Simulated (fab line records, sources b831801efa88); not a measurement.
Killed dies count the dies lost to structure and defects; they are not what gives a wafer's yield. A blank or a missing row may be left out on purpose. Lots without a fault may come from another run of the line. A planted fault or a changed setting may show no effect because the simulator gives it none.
Problem report in the 8D (eight disciplines) form, filled by code ; flow sky130 ; the parts of the form that need people (team, actions taken, sign-off) are left out

== 1. PROBLEM STATEMENT ==
At SKY_VIA2_ETCH_15, oes_product_au averages 0.805 a.u. over 2 wafers from 2 lots, while fault-free wafers read 0.939 a.u., standard deviation 0.0045. That puts it -30 standard deviations away from the usual mean.
The step: etches SiO2 in C4F8/O2/Ar, stops on TiN, target depth 546 nm, time 84 s.
Earliest sighting: wafer L193.4 on rie_diel-03 at day 38 21:45. At this step, 33 wafers from 11 lots have a number in the record. Rule for "out" (also "out of limits"): further than 4 standard deviations from the usual mean. The other wafers with a number count as sound.

== 2. WHAT IT IS, WHAT IT ISN'T ==
question;is;is not
which readings at this step;oes_product_au;-
which lots;L193, L200;L188, L189, L190, L192, L194, L205, L207, L209, L210
which wafers of those lots;L193.4, L200.2;L193.5, L193.6, L200.3, L200.5
read on which tools;rie_diel-03;rie_diel-01, rie_diel-02
when;from day 38 21:45;"up to then (17 sound wafers); but 14 sound wafers of L200, L205, L207, L209, L210 came after"

== 3. THE SUSPECTS, EACH WITH WHAT RULES IT OUT ==
Counting: a tool at a process step up to the reading stays a suspect if it ran every lot that is out. Sound lots after the first of them don't rule it out here, since some wafers of a struck lot are sound.
- rie_diel-03 at SKY_VIA2_ETCH_15 (etches SiO2 in C4F8/O2/Ar, stops on TiN, target depth 546 nm, time 84 s): kept. It ran every lot that is out, first L193 (day 38 21:45); its last sound lot up to then is L194 (day 38 20:10). Its own readings are out on those wafers: oes_product_au.
- At SKY_VIA2_ETCH_15, inside rie_diel-03: chamber 3 took the wafers that are out, while their sound lot-mates went through chambers 0, 1, 2.
After counting, what remains is rie_diel-03 at SKY_VIA2_ETCH_15.

== 4. THE CAUSE (what the simulator had put in) ==
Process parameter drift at SKY_VIA2_ETCH_15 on rie_diel-03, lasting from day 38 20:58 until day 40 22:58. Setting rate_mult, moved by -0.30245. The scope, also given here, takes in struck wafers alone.
This tool alone remained once counting was done.

== 5. THE CHAIN OF EFFECTS, in route order ==
Each row: a reading whose mean over the struck wafers that have a number lies more than 3 standard deviations from the usual. Only readings whose record carries a usual standard deviation are examined. hours: median over the lots of the time between each lot's start at the first step of this table that gives one and its start at this step. sigmas: the change, counted in usual standard deviations.
hours;step;reading;usual;on struck wafers;change;sigmas
0;SKY_VIA2_ETCH_15;oes_product_au;0.939 a.u.;0.805;-0.134;-30
0;SKY_VIA2_STRIP_16;oes_product_au;0.399 a.u.;0.413;+0.014;+3.4
0;SKY_VIA2_STRIP_16;strip_time_to_endpoint_s;4.051 s;4.422;+0.371;+14
213;SKY_PAD_OPEN_PROBE_99;defect_limited_yield;82.6 %;0.0;-82.6;-46
213;SKY_PAD_OPEN_PROBE_99;killed_at_M0_to_M3;43;448;+406;+61
213;SKY_PAD_OPEN_PROBE_99;killed_dies;86;492;+406;+46
213;SKY_PAD_OPEN_PROBE_99;killed_on_rim;16;96;+80;+19
213;SKY_PAD_OPEN_PROBE_99;sort_bin_5_function;10.2 %;93.0;+82.8;+59
213;SKY_PAD_OPEN_PROBE_99;sort_n_pass;406;0;-406;-46
213;SKY_PAD_OPEN_PROBE_99;sort_yield_pct;82.6 %;0.0;-82.6;-46
Here are the process steps it includes:
- SKY_VIA2_ETCH_15: etches SiO2 in C4F8/O2/Ar, stops on TiN, target depth 546 nm, time 84 s.
- SKY_VIA2_STRIP_16: strips in O2/N2.
- SKY_PAD_OPEN_PROBE_99

== 6. HOW IT WOULD HAVE BEEN CAUGHT EARLIER ==
In this record the first reading out of limits was taken at day 38 21:45, 1 hour after the fault began at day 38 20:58.
